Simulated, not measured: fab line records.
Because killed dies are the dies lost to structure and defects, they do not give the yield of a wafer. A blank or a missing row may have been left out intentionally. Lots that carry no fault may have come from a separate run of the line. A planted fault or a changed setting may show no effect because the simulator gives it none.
Which tool was responsible? + flow gf180mcu + 14 lots with 42 wafers sampled at 4 steps, on a route of 602 steps

## WHAT THE GAUGES SHOWED, per wafer
GF_M5_OVL_MEAS_08. Usual: M5_OVL typically reads -1 nm, with standard deviation 6.9.
| lot  | measured     | on         | M5_OVL (nm) | flag |
|------|--------------|------------|-------------|------|
| L522 | day 26 02:53 | overlay-01 | 10 5 11     |      |
| L523 | day 26 11:52 | overlay-01 | -2 -1 -7    |      |
| L524 | day 26 21:02 | overlay-02 | -4 -4 2     |      |
| L525 | day 27 05:02 | overlay-02 | -2 -2 -1    |      |
| L526 | day 27 12:13 | overlay-01 | -3 0 0      |      |
| L527 | day 27 21:37 | overlay-02 | -11 0 -11   |      |
| L528 | day 28 04:43 | overlay-02 | 4 3 9       |      |
| L531 | day 29 05:28 | overlay-02 | 6 8 4       |      |
| L532 | day 29 10:37 | overlay-01 | -7 1 1      |      |
| L537 | day 30 21:13 | overlay-01 | 0 3 7       |      |
| L538 | day 31 02:55 | overlay-01 | -7 1 1      |      |
| L541 | day 31 18:19 | overlay-01 | -4 -3 -11   |      |
| L540 | day 31 19:16 | overlay-02 | -1 3 -4     |      |
| L544 | day 32 11:20 | overlay-01 | -3 5 7      |      |

GF_TOP_METAL_OVL_MEAS_15. Usual: TOP_METAL_OVL typically reads -0.9 nm, with standard deviation 1.4.
| lot  | measured     | on         | TOP_METAL_OVL (nm) | flag |
|------|--------------|------------|--------------------|------|
| L522 | day 27 22:19 | overlay-01 | -1.8 0.6 1.8       |      |
| L523 | day 28 07:19 | overlay-02 | -0.3 -1.0 -0.8     |      |
| L524 | day 28 15:47 | overlay-02 | -3.3 -3.1 -3.8     |      |
| L525 | day 28 21:29 | overlay-01 | -1.9 -2.8 -1.5     |      |
| L526 | day 29 05:54 | overlay-01 | -1.6 0.7 0.1       |      |
| L527 | day 29 14:58 | overlay-02 | -0.6 -0.3 -0.5     |      |
| L528 | day 29 22:28 | overlay-02 | -2.9 -2.3 -1.2     |      |
| L531 | day 30 20:19 | overlay-01 | -0.7 -2.2 -2.3     |      |
| L532 | day 31 01:24 | overlay-01 | -0.9 0.5 1.1       |      |
| L537 | day 32 10:27 | overlay-01 | -1.7 -0.6 0.8      |      |
| L538 | day 32 16:01 | overlay-02 | 0.6 1.4 -0.3       |      |
| L541 | day 33 06:18 | overlay-01 | -0.1 -0.8 -0.8     |      |
| L540 | day 33 07:15 | overlay-01 | -0.4 2.4 0.8       |      |
| L544 | day 33 22:41 | overlay-02 | -2.6 -2.4 -3.2     |      |

## TOOL THAT RAN EACH LOT (tool first, then ch and the chambers of the sampled wafers, then the start)
| lot  | GF_V5_SPUTTER_22            | GF_TOP_METAL_EXPOSE_11             |
|------|-----------------------------|------------------------------------|
| L522 | pvdSputter-03, day 27 02:01 | ilineStepper-01 ch 0, day 27 12:43 |
| L523 | pvdSputter-03, day 27 10:46 | ilineStepper-01 ch 0, day 27 21:35 |
| L524 | pvdSputter-04, day 27 19:19 | ilineStepper-02 ch 0, day 28 06:23 |
| L525 | pvdSputter-03, day 28 02:24 | ilineStepper-02 ch 0, day 28 12:37 |
| L526 | pvdSputter-04, day 28 10:09 | ilineStepper-02 ch 0, day 28 20:27 |
| L527 | pvdSputter-01, day 28 19:03 | ilineStepper-02 ch 0, day 29 05:40 |
| L528 | pvdSputter-01, day 29 02:30 | ilineStepper-02 ch 0, day 29 13:17 |
| L531 | pvdSputter-03, day 30 01:49 | ilineStepper-02 ch 0, day 30 11:42 |
| L532 | pvdSputter-03, day 30 06:32 | ilineStepper-02 ch 0, day 30 16:42 |
| L537 | pvdSputter-03, day 31 16:57 | ilineStepper-01 ch 0, day 32 02:17 |
| L538 | pvdSputter-04, day 31 23:15 | ilineStepper-02 ch 0, day 32 08:26 |
| L541 | pvdSputter-04, day 32 13:23 | ilineStepper-01 ch 0, day 32 22:34 |
| L540 | pvdSputter-03, day 32 14:09 | ilineStepper-01 ch 0, day 32 23:30 |
| L544 | pvdSputter-04, day 33 05:35 | ilineStepper-02 ch 0, day 33 14:48 |
- GF_V5_SPUTTER_22: material TiN, target thk 10 nm, time 40 s.
- GF_TOP_METAL_EXPOSE_11: exposes mask MetalTop, target cd 440 nm.

## WHAT THE TOOLS THEMSELVES READ (means of the sampled wafers that have a number; where no wafer has one, the mark that the record gives instead)
GF_V5_SPUTTER_22. Usual: throttleValvePct 30.1 %, standard deviation 0.97.
| lot  | tool          | throttleValvePct (%) | flag |
|------|---------------|----------------------|------|
| L522 | pvdSputter-03 | 30.6                 |      |
| L523 | pvdSputter-03 | 30.2                 |      |
| L524 | pvdSputter-04 | 29.1                 |      |
| L525 | pvdSputter-03 | 29.9                 |      |
| L526 | pvdSputter-04 | 30.5                 |      |
| L527 | pvdSputter-01 | 30.1                 |      |
| L528 | pvdSputter-01 | 29.5                 |      |
| L531 | pvdSputter-03 | 29.7                 |      |
| L532 | pvdSputter-03 | 30.0                 |      |
| L537 | pvdSputter-03 | 30.4                 |      |
| L538 | pvdSputter-04 | 30.6                 |      |
| L541 | pvdSputter-04 | 30.2                 |      |
| L540 | pvdSputter-03 | 30.5                 |      |
| L544 | pvdSputter-04 | 30.6                 |      |

GF_TOP_METAL_EXPOSE_11. Usual: exposureDoseMJCm2 169.93, standard deviation 0.17.
| lot  | tool            | exposureDoseMJCm2 | flag |
|------|-----------------|-------------------|------|
| L522 | ilineStepper-01 | 169.91            |      |
| L523 | ilineStepper-01 | 169.90            |      |
| L524 | ilineStepper-02 | 169.83            |      |
| L525 | ilineStepper-02 | 169.89            |      |
| L526 | ilineStepper-02 | 169.86            |      |
| L527 | ilineStepper-02 | 169.89            |      |
| L528 | ilineStepper-02 | 170.05            |      |
| L531 | ilineStepper-02 | 169.87            |      |
| L532 | ilineStepper-02 | 170.01            |      |
| L537 | ilineStepper-01 | 172.19            | OFF  |
| L538 | ilineStepper-02 | 170.05            |      |
| L541 | ilineStepper-01 | 171.56            | OFF  |
| L540 | ilineStepper-01 | 171.79            | OFF  |
| L544 | ilineStepper-02 | 170.32            |      |

## THE ANSWER, worked out from the rows above alone
Rule: a lot is off if the mean of its wafers that have a number lies more than 3 standard deviations from the usual mean. Also off: a lot with no number at a reading for which 4 or more lots have one. The other lots that the step has rows for count as sound. Order of review: gauges by route order, followed by the tools' own readings, for which a lot's mean as printed above is used. The first step at which some lot is off is used, and at that step the reading that is off furthest; a lot without a number counts as furthest.
Off: L537, L541, L540, at GF_TOP_METAL_EXPOSE_11 (exposureDoseMJCm2).
A tool fits if, at that step or a process step before it, it ran every lot that is off, and no sound lot after the first of them. One fits: GF_TOP_METAL_EXPOSE_11 on ilineStepper-01. A fault onset in the window from L523 (day 27 21:35, its last sound lot) to L537 (day 32 02:17, its first lot off) fits.
On the lots that are off, the tool's own readings at GF_TOP_METAL_EXPOSE_11 differ by more than 5 times the standard deviation of the sound lots' means, which bears it out; exposureDoseMJCm2 reads 171.85 there versus 169.96 on the sound lots.

## WHAT THE SIMULATOR HAD PUT IN
Process parameters drifting: ilineStepper-01 at GF_TOP_METAL_EXPOSE_11, beginning at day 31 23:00. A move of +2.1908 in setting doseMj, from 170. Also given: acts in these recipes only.
Shown lots that were struck: L537, L541, L540. This agrees with what the rule above found.
